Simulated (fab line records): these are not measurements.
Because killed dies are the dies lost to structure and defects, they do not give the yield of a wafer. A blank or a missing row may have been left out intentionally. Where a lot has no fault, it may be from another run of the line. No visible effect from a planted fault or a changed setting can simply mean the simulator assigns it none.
Which of the tools did it? ; flow gf180mcu ; 39 wafers from 13 lots sampled at 6 of the route's 602 steps

## WHAT THE GAUGES SHOWED, per wafer
GF_NSD_CD_MEAS_07 targets a cd of 400 nm.
lot;measured;on;cd_nm (nm)
L468;day 13 01:23;cd_sem-02;398.0 397.2 400.1
L469;day 13 09:35;cd_sem-01;402.8 401.3 399.3
L470;day 14 20:16;cd_sem-01;401.1 400.5 401.9
L471;day 15 00:33;cd_sem-01;398.6 398.5 397.8
L473;day 15 01:46;cd_sem-02;399.4 397.1 399.6
L475;day 15 23:03;cd_sem-01;397.3 396.1 396.4
L476;day 16 03:54;cd_sem-02;387.9 388.8 388.8
L477;day 16 16:42;cd_sem-02;391.3 392.3 392.4
L482;day 18 14:34;cd_sem-02;398.3 401.5 400.3
L483;day 18 16:46;cd_sem-01;400.9 400.0 399.1
L484;day 19 03:49;cd_sem-01;398.3 399.0 399.0
L487;day 20 00:37;cd_sem-01;401.1 395.6 398.2
L491;day 21 08:02;cd_sem-02;402.7 400.9 400.9

GF_V4_OVL_MEAS_15.
lot;measured;on;V4_OVL (nm)
L468;day 23 23:07;overlay-01;18 22 24
L469;day 24 10:00;overlay-02;8 9 17
L470;day 25 20:08;overlay-02;8 11 5
L471;day 25 23:55;overlay-02;4 8 0
L473;day 26 00:43;overlay-01;7 5 1
L475;day 26 21:29;overlay-01;4 7 2
L476;day 27 02:01;overlay-02;10 12 9
L477;day 27 14:12;overlay-02;-6 -6 -5
L482;day 29 02:34;overlay-01;12 12 3
L483;day 29 06:43;overlay-02;9 13 7
L484;day 29 15:19;overlay-01;9 5 10
L487;day 30 08:43;overlay-01;11 7 12
L491;day 31 09:37;overlay-02;5 2 12

## WHICH TOOL RAN EACH LOT (tool, then ch and the chambers of the sampled wafers, then the start)
lot;GF_NSD_COAT_02;GF_NSD_STRIP_11;GF_CONTACT_SPUTTER_22;GF_M4_SPUTTER_03
L468;litho_track-04 ch 0, day 12 14:50;plasma_asher-01 ch 0,1, day 13 01:49;pvd_sputter-03, day 15 19:05;pvd_sputter-01, day 21 23:01
L469;litho_track-02 ch 0, day 12 23:44;plasma_asher-02 ch 0,1, day 13 10:01;pvd_sputter-02, day 16 06:22;pvd_sputter-03, day 22 10:36
L470;litho_track-03 ch 0, day 14 08:58;plasma_asher-04 ch 0,1, day 14 20:42;pvd_sputter-02, day 17 16:49;pvd_sputter-03, day 23 23:18
L471;litho_track-04 ch 0, day 14 13:16;plasma_asher-04 ch 0, day 15 01:01;pvd_sputter-04, day 17 22:31;pvd_sputter-03, day 24 03:58
L473;litho_track-03 ch 0, day 14 14:32;plasma_asher-02 ch 1, day 15 02:13;pvd_sputter-03, day 17 23:21;pvd_sputter-02, day 24 04:11
L475;litho_track-02 ch 0, day 15 11:10;plasma_asher-01 ch 0,1, day 15 23:30;pvd_sputter-02, day 18 21:58;pvd_sputter-02, day 25 01:51
L476;litho_track-04 ch 0, day 15 16:48;plasma_asher-02 ch 0,1, day 16 04:22;pvd_sputter-04, day 19 02:31;pvd_sputter-03, day 25 06:44
L477;litho_track-04 ch 0, day 16 05:57;plasma_asher-04 ch 0,1, day 16 17:10;pvd_sputter-03, day 19 17:50;pvd_sputter-01, day 25 20:07
L482;litho_track-03 ch 0, day 18 02:56;plasma_asher-04 ch 0,1, day 18 15:01;pvd_sputter-02, day 21 16:08;pvd_sputter-01, day 27 11:25
L483;litho_track-02 ch 0, day 18 05:20;plasma_asher-02 ch 0,1, day 18 17:13;pvd_sputter-02, day 21 19:01;pvd_sputter-02, day 27 14:20
L484;litho_track-03 ch 0, day 18 15:59;plasma_asher-02 ch 0,1, day 19 04:16;pvd_sputter-04, day 22 04:14;pvd_sputter-01, day 27 23:46
L487;litho_track-04 ch 0, day 19 11:50;plasma_asher-01 ch 0,1, day 20 01:02;pvd_sputter-03, day 23 00:47;pvd_sputter-01, day 28 17:34
L491;litho_track-02 ch 0, day 20 20:19;plasma_asher-04 ch 0,1, day 21 08:29;pvd_sputter-03, day 24 08:17;pvd_sputter-02, day 29 19:17
- GF_NSD_COAT_02: resist thk 1000 nm.
- GF_NSD_STRIP_11: strips in O2/N2.
- GF_CONTACT_SPUTTER_22: material Ti, target thk 15 nm, time 80.02 s.
- GF_M4_SPUTTER_03: material Ti, target thk 10 nm, time 6.7 s.

## AS READ BY THE TOOLS THEMSELVES (means over the sampled wafers that have a number; for cases with no such wafer, the mark the record gives instead)
GF_NSD_STRIP_11.
lot;tool;drypump_motor_current_A (A);heater_power_w (W);oes_product_au (a.u.);strip_time_to_endpoint_s (s)
L468;plasma_asher-01;5.8;325;0.483;22.96
L469;plasma_asher-02;5.5;331;0.493;22.91
L470;plasma_asher-04;6.2;355;0.487;22.93
L471;plasma_asher-04;6.6;383;0.490;22.95
L473;plasma_asher-02;5.6;291;0.487;23.02
L475;plasma_asher-01;5.3;314;0.481;22.91
L476;plasma_asher-02;5.4;363;0.504;24.42
L477;plasma_asher-04;5.9;324;0.505;24.43
L482;plasma_asher-04;5.9;324;0.490;22.97
L483;plasma_asher-02;5.4;366;0.481;22.91
L484;plasma_asher-02;5.4;364;0.490;22.94
L487;plasma_asher-01;5.8;325;0.485;22.96
L491;plasma_asher-04;5.9;325;0.489;22.94

GF_CONTACT_SPUTTER_22.
lot;tool;throttle_valve_pct (%)
L468;pvd_sputter-03;30.6
L469;pvd_sputter-02;29.3
L470;pvd_sputter-02;29.5
L471;pvd_sputter-04;29.8
L473;pvd_sputter-03;30.7
L475;pvd_sputter-02;30.0
L476;pvd_sputter-04;30.1
L477;pvd_sputter-03;30.7
L482;pvd_sputter-02;29.5
L483;pvd_sputter-02;30.0
L484;pvd_sputter-04;29.7
L487;pvd_sputter-03;31.1
L491;pvd_sputter-03;30.6

GF_M4_SPUTTER_03.
lot;tool;throttle_valve_pct (%)
L468;pvd_sputter-01;29.8
L469;pvd_sputter-03;30.3
L470;pvd_sputter-03;30.6
L471;pvd_sputter-03;30.4
L473;pvd_sputter-02;29.6
L475;pvd_sputter-02;29.3
L476;pvd_sputter-03;30.9
L477;pvd_sputter-01;30.0
L482;pvd_sputter-01;29.7
L483;pvd_sputter-02;29.6
L484;pvd_sputter-01;29.7
L487;pvd_sputter-01;29.6
L491;pvd_sputter-02;29.0

## THE ANSWER, worked out from the rows above alone
Rule: the usual values come from the lots themselves. The widest of any qualifying gaps counts: lots, ordered by their means at a reading, are off when they make up no more than a third of the lots, leave a main group of 4 or more, and stand apart from it by 3 or more times the standard deviation of that group's means. A main group is skipped when, at the precision printed for the reading in the tables above, its means are all equal. A lot without any number at a reading at which 4 lots or more have one is off too. Any other lot the step has rows for is counted as sound. After the gauges, taken in route order, come the tools' own readings; for these a lot's mean is taken, as printed above. At the first step where some lot is off, the reading lying furthest off is the one used; lots without a number count as furthest.
Off: L476, L477, at GF_NSD_CD_MEAS_07 (cd_nm). For the main group the mean is 399.4 nm and the standard deviation 1.5.
If a tool, at a process step before that reading, ran all the lots that are off and no sound lot after the first of them, it fits. Not tried: the gauges at GF_NSD_CD_MEAS_07; whatever is off there is also off at GF_NSD_STRIP_11, on other tools, and gauge error can't account for it. Not one of the candidates tried fits.

## WHAT THE SIMULATOR HAD INSERTED
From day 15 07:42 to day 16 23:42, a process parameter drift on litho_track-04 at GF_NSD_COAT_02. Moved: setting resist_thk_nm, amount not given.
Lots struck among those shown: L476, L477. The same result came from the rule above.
